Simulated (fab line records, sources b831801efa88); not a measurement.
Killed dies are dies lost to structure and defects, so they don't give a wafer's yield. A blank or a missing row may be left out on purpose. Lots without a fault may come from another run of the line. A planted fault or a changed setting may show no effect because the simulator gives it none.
Which tool did it? | flow gf180mcu | 13 lots, 39 wafers sampled, at 4 steps of a route of 602

WHAT THE GAUGES READ, wafer by wafer
GF_TOP_METAL_CD_MEAS_14: target cd 440 nm. Usual: cd_nm 440.8 nm, standard deviation 2.2.
lot  | measured     | on        | cd_nm (nm)        | flag
L844 | day 28 10:27 | cd_sem-01 | 438.9 436.6 441.7 |
L850 | day 30 00:08 | cd_sem-01 | 440.7 444.0 441.6 |
L852 | day 30 14:26 | cd_sem-02 | 444.0 444.0 444.5 |
L856 | day 31 18:38 | cd_sem-01 | 444.0 445.9 442.5 |
L857 | day 32 02:10 | cd_sem-02 | 440.1 442.1 441.9 |
L858 | day 32 09:11 | cd_sem-01 | 443.3 443.3 442.8 |
L859 | day 32 11:03 | cd_sem-01 | 442.2 442.6 441.5 |
L860 | day 32 20:13 | cd_sem-02 | 437.8 440.5 439.9 |
L861 | day 33 04:27 | cd_sem-01 | 441.0 442.1 442.4 |
L862 | day 33 06:37 | cd_sem-01 | 442.4 439.5 438.9 |
L863 | day 33 14:25 | cd_sem-01 | 445.2 442.7 444.1 |
L866 | day 34 04:31 | cd_sem-01 | 440.7 438.3 440.3 |
L867 | day 34 10:38 | cd_sem-02 | 437.1 439.3 440.5 |

WHICH TOOL RAN EACH LOT (tool, then ch and the chambers of the sampled wafers, then the start)
lot  | GF_V4_ETCH_16                      | GF_V5_CMP_26                  | GF_TOP_METAL_SPUTTER_03
L844 | rie_diel-04 ch 0,1,3, day 24 17:59 | cmp-02 ch 0,1,2, day 27 14:11 | pvd_sputter-01, day 27 14:40
L850 | rie_diel-04 ch 0,2,3, day 26 13:16 | cmp-02 ch 0,1, day 29 05:05   | pvd_sputter-04, day 29 05:33
L852 | rie_diel-04 ch 0,1,2, day 27 03:31 | cmp-01 ch 1,2,3, day 29 20:01 | pvd_sputter-02, day 29 20:23
L856 | rie_diel-03 ch 0,1, day 28 12:31   | cmp-01 ch 0,3, day 31 00:59   | pvd_sputter-04, day 31 01:28
L857 | rie_diel-03 ch 2,3, day 28 19:43   | cmp-01 ch 0,1,3, day 31 09:05 | pvd_sputter-01, day 31 09:28
L858 | rie_diel-02 ch 0,3, day 29 03:19   | cmp-02 ch 0,1, day 31 15:27   | pvd_sputter-02, day 31 15:56
L859 | rie_diel-03 ch 0,2,3, day 29 07:41 | cmp-01 ch 0,1,2, day 31 18:20 | pvd_sputter-01, day 31 18:43
L860 | rie_diel-02 ch 2,3, day 29 15:50   | cmp-02 ch 0,3, day 32 03:04   | pvd_sputter-01, day 32 03:29
L861 | rie_diel-03 ch 1,2,3, day 30 03:22 | cmp-01 ch 0,1,2, day 32 11:59 | pvd_sputter-01, day 32 12:28
L862 | rie_diel-04 ch 0,2, day 30 06:22   | cmp-02 ch 1,2, day 32 14:44   | pvd_sputter-04, day 32 15:13
L863 | rie_diel-03 ch 0,1,2, day 30 13:58 | cmp-02 ch 1,2,3, day 32 22:39 | pvd_sputter-02, day 32 23:05
L866 | rie_diel-03 ch 0,1, day 31 05:22   | cmp-01 ch 0,1, day 33 12:15   | pvd_sputter-01, day 33 12:41
L867 | rie_diel-03 ch 0,1,3, day 31 13:05 | cmp-01 ch 0,1,3, day 33 18:11 | pvd_sputter-02, day 33 18:40
- GF_V4_ETCH_16: etches BARC in N2/H2.
- GF_V5_CMP_26: polishes, stops on SiO2, t overpolish 15 s, target thk 0 nm.
- GF_TOP_METAL_SPUTTER_03: material Ti, target thk 5 nm, time 3.3 s.

WHAT THE TOOLS THEMSELVES READ (means of the sampled wafers that have a number; where no wafer has one, the mark that the record gives instead)
GF_V4_ETCH_16. Usual: drypump_motor_current_A 6.0 A, standard deviation 0.43; oes_product_au 0.855 a.u., standard deviation 0.0049; throttle_valve_pct 13.225 %, standard deviation 0.0086.
lot  | tool        | drypump_motor_current_A (A) | oes_product_au (a.u.) | throttle_valve_pct (%) | flag
L844 | rie_diel-04 | 5.7                         | 0.851                 | 13.226                 |
L850 | rie_diel-04 | 5.8                         | 0.856                 | 13.230                 |
L852 | rie_diel-04 | 5.5                         | 0.861                 | 13.225                 |
L856 | rie_diel-03 | 6.1                         | 0.856                 | 13.224                 |
L857 | rie_diel-03 | 5.6                         | 0.858                 | 13.230                 |
L858 | rie_diel-02 | 6.4                         | 0.853                 | 13.232                 |
L859 | rie_diel-03 | 6.0                         | 0.856                 | 13.228                 |
L860 | rie_diel-02 | 6.6                         | 0.857                 | 13.222                 |
L861 | rie_diel-03 | 5.7                         | 0.855                 | 13.223                 |
L862 | rie_diel-04 | 5.7                         | 0.858                 | 13.221                 |
L863 | rie_diel-03 | 5.8                         | 0.858                 | 13.221                 |
L866 | rie_diel-03 | 5.9                         | 0.855                 | 13.226                 |
L867 | rie_diel-03 | 6.0                         | 0.858                 | 13.214                 |

GF_V5_CMP_26. Usual: motor_current_A 11.1 A, standard deviation 0.91; overpolish_run_s 14.999 s, standard deviation 0.009; time_to_endpoint_s 84 s, standard deviation 3.8.
lot  | tool   | motor_current_A (A) | overpolish_run_s (s) | time_to_endpoint_s (s) | flag
L844 | cmp-02 | 10.9                | 14.992               | 86                     |
L850 | cmp-02 | 10.9                | 15.002               | 89                     |
L852 | cmp-01 | 11.6                | 15.003               | 83                     |
L856 | cmp-01 | 11.8                | 14.999               | 84                     |
L857 | cmp-01 | 11.5                | 14.994               | 87                     |
L858 | cmp-02 | 10.7                | 15.001               | 86                     |
L859 | cmp-01 | 11.1                | 15.001               | 81                     |
L860 | cmp-02 | 9.4                 | 15.000               | 82                     |
L861 | cmp-01 | 11.8                | 14.999               | 81                     |
L862 | cmp-02 | 11.5                | 14.995               | 87                     |
L863 | cmp-02 | 11.2                | 14.994               | 84                     |
L866 | cmp-01 | 11.1                | 15.007               | 80                     |
L867 | cmp-01 | 11.3                | 14.996               | 83                     |

GF_TOP_METAL_SPUTTER_03. Usual: chamber_pressure_pa 0.3000 Pa, standard deviation 0.00059; throttle_valve_pct 30.3 %, standard deviation 1.2.
lot  | tool           | chamber_pressure_pa (Pa) | throttle_valve_pct (%) | flag
L844 | pvd_sputter-01 | 0.3006                   | 29.7                   |
L850 | pvd_sputter-04 | 0.3003                   | 30.1                   |
L852 | pvd_sputter-02 | 0.2993                   | 30.9                   |
L856 | pvd_sputter-04 | 0.2997                   | 30.0                   |
L857 | pvd_sputter-01 | 0.3007                   | 29.9                   |
L858 | pvd_sputter-02 | 0.3002                   | 30.8                   |
L859 | pvd_sputter-01 | 0.2998                   | 30.9                   |
L860 | pvd_sputter-01 | 0.3001                   | 30.0                   |
L861 | pvd_sputter-01 | 0.3003                   | 29.9                   |
L862 | pvd_sputter-04 | 0.3000                   | 30.6                   |
L863 | pvd_sputter-02 | 0.2994                   | 30.9                   |
L866 | pvd_sputter-01 | 0.3007                   | 30.7                   |
L867 | pvd_sputter-02 | 0.3001                   | 30.4                   |

THE ANSWER, worked out from the rows above alone
Rule: a lot is off if the mean of its wafers that have a number lies more than 3 standard deviations from the usual mean. A lot without any number at a reading at which 4 lots or more have one is off too. The other lots that the step has rows for count as sound. The gauges are gone through in route order, then the tools' own readings, and for those a lot's mean is taken as printed above. The first step at which some lot is off is used, and at that step the reading that is off furthest; a lot without a number counts as furthest.
No lot is off at any reading shown: from this, nothing can be told.

WHAT THE SIMULATOR HAD PUT IN
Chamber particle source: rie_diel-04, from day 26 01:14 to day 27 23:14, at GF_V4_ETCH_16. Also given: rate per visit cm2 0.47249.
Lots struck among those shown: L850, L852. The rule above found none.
